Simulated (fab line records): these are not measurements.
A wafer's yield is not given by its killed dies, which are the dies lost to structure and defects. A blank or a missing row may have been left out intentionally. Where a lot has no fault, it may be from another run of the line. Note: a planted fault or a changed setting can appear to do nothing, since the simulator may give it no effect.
A lot that was struck, set against a sound lot :: flow sky130 :: 16 steps out of a route of 708
Sound: these wafers, L433.2, L433.4, L433.5. Struck: wafer L439.4 (L439.3, L439.6, from the same lot, were not struck and are left out); the cause is given at the end.
Order at every step that has rows: each side's tool, ch and its chambers, its first start. Under that, the readings that differ: sound wafers :: struck wafers :: difference of the means :: sigmas: that difference in standard deviations of wafers without a fault.
alike: readings whose means differ by less than 2 such deviations, and words and numbers that are the same on both sides. not compared: withheld readings, readings that some wafer has no value for, bounds like >300 that may hide the same value, and numbers for which the record gives no deviation and whose values overlap.
The two part at a step that has a row with sigmas, a row that says differs or no value, or rows on one side only. Non-overlapping numbers with no deviation appear without sigmas and do not part them. Lack of a reading on every wafer of one side parts them only where that side has two or more wafers.

first, 3 steps without rows for these wafers: SKY_METAL1_EXPOSE_12 (exposes mask MM1, target cd 140 nm); SKY_METAL1_PEB_13; SKY_METAL1_DEVELOP_14 (develop time 60 s).
SKY_METAL1_CD_MEAS_15 targets a cd of 140 nm.
  sound on cd_sem-02 at day 33 01:50; struck on cd_sem-02 at day 35 02:52
  alike: cd_nm
SKY_METAL1_OVL_MEAS_16:
  sound on overlay-02 at day 33 01:56; struck on overlay-01 at day 35 02:58
  alike: METAL1_OVL
SKY_METAL1_DESCUM_17: chemistry O2, time 8 s.
  sound on rie_metal-01 ch 0, day 33 01:58; struck on rie_metal-02 ch 0, day 35 02:59
  alike: drypump_motor_current_A, oes_product_au
  not compared: rf_hours_counter_h
SKY_METAL1_ETCH_18: etches BARC in N2/H2, stops on SiO2, time 45.9 s, target depth 60 nm.
  sound on rie_metal-01 ch 0, day 33 02:00; struck on rie_metal-02 ch 0, day 35 03:02
  alike: drypump_motor_current_A, oes_product_au, throttle_valve_pct
  not compared: rf_hours_counter_h
SKY_METAL1_METAL_ETCH_19: etches the open film in Cl2/BCl3, stops on SiO2, target depth 360 nm, time 78 s.
  sound on rie_metal-01 ch 0, day 33 02:04; struck on rie_metal-02 ch 0, day 35 03:06
reading: throttle_valve_pct (%)
sound: 22.271 22.269 22.271
struck: 22.237
difference: -0.033
sigmas: -4
  alike: drypump_motor_current_A, oes_product_au
  not compared: rf_hours_counter_h
SKY_METAL1_STRIP_20: strips in O2/N2.
  sound on plasma_asher-02 ch 0, day 33 02:10; struck on plasma_asher-01 ch 0, day 35 03:12
reading: strip_time_to_endpoint_s (s)
sound: 2.71 2.71 2.67
struck: 2.61
difference: -0.09
sigmas: -2
  alike: drypump_motor_current_A, oes_product_au
  not compared: rf_hours_counter_h
then, 3 steps without rows for these wafers: SKY_METAL1_STRIP_21 (strips in post etch residue remover, time 1200 s); SKY_METAL1_CLEAN_22 (cleans in IPA, time 180 s); SKY_METAL1_CLEAN_23 (cleans in O3/DIW).
SKY_VIA1_HDPCVD_00: deposits SiO2, target thk 1030 nm, time 171.7 s.
  sound on hdpcvd-01 ch 1,2, day 33 02:45; struck on hdpcvd-01 ch 2, day 35 03:46
reading: sih4_flow_sccm (sccm)
sound: 59.78 60.08 59.99
struck: 48.20
difference: -11.75
sigmas: -69

reading: model.SiO2_of_VIA1_HDPCVD_00.thk_nm (nm)
sound: 1026 1018 1023
struck: 810.3
difference: -212.0
sigmas: 
SKY_VIA1_THK_MEAS_01:
  sound on film_metro-01 at day 33 02:52; struck on film_metro-01 at day 35 03:53
reading: VIA1_HDPCVD_THK (nm)
sound: 1026 1018 1024
struck: 811
difference: -212
sigmas: -22
SKY_VIA1_CMP_02: polishes SiO2.
  sound on cmp-02 ch 0,1,3, day 33 03:01; struck on cmp-01 ch 1, day 35 03:56
  alike: motor_current_A, retaining_ring_pressure_frac
-- the record jumps here: 13 days lie between the struck wafers' starts before and after (it left off in module VIA1 and takes up again in module PAD_OPEN, whose first step shown is number 708 of the route) --
SKY_PAD_OPEN_PROBE_99:
  sound on prober-02 at day 46 00:41; struck on prober-02 at day 47 15:59
reading: killed_at_other
sound: 0 0 0
struck: 2
difference: +2
sigmas: +4
  alike: defect_limited_yield, killed_at_M0_to_M3, killed_at_M4_up, killed_at_contacts, killed_at_front_end, killed_dies, killed_open, killed_short, sort_bin_3_pad_short, sort_bin_5_function, sort_bin_6_memory, sort_n_pass, sort_yield_pct

WHERE THEY PART
Earliest at SKY_METAL1_METAL_ETCH_19; latest, in this record, at SKY_PAD_OPEN_PROBE_99.

WHY: what had been put in by the simulator
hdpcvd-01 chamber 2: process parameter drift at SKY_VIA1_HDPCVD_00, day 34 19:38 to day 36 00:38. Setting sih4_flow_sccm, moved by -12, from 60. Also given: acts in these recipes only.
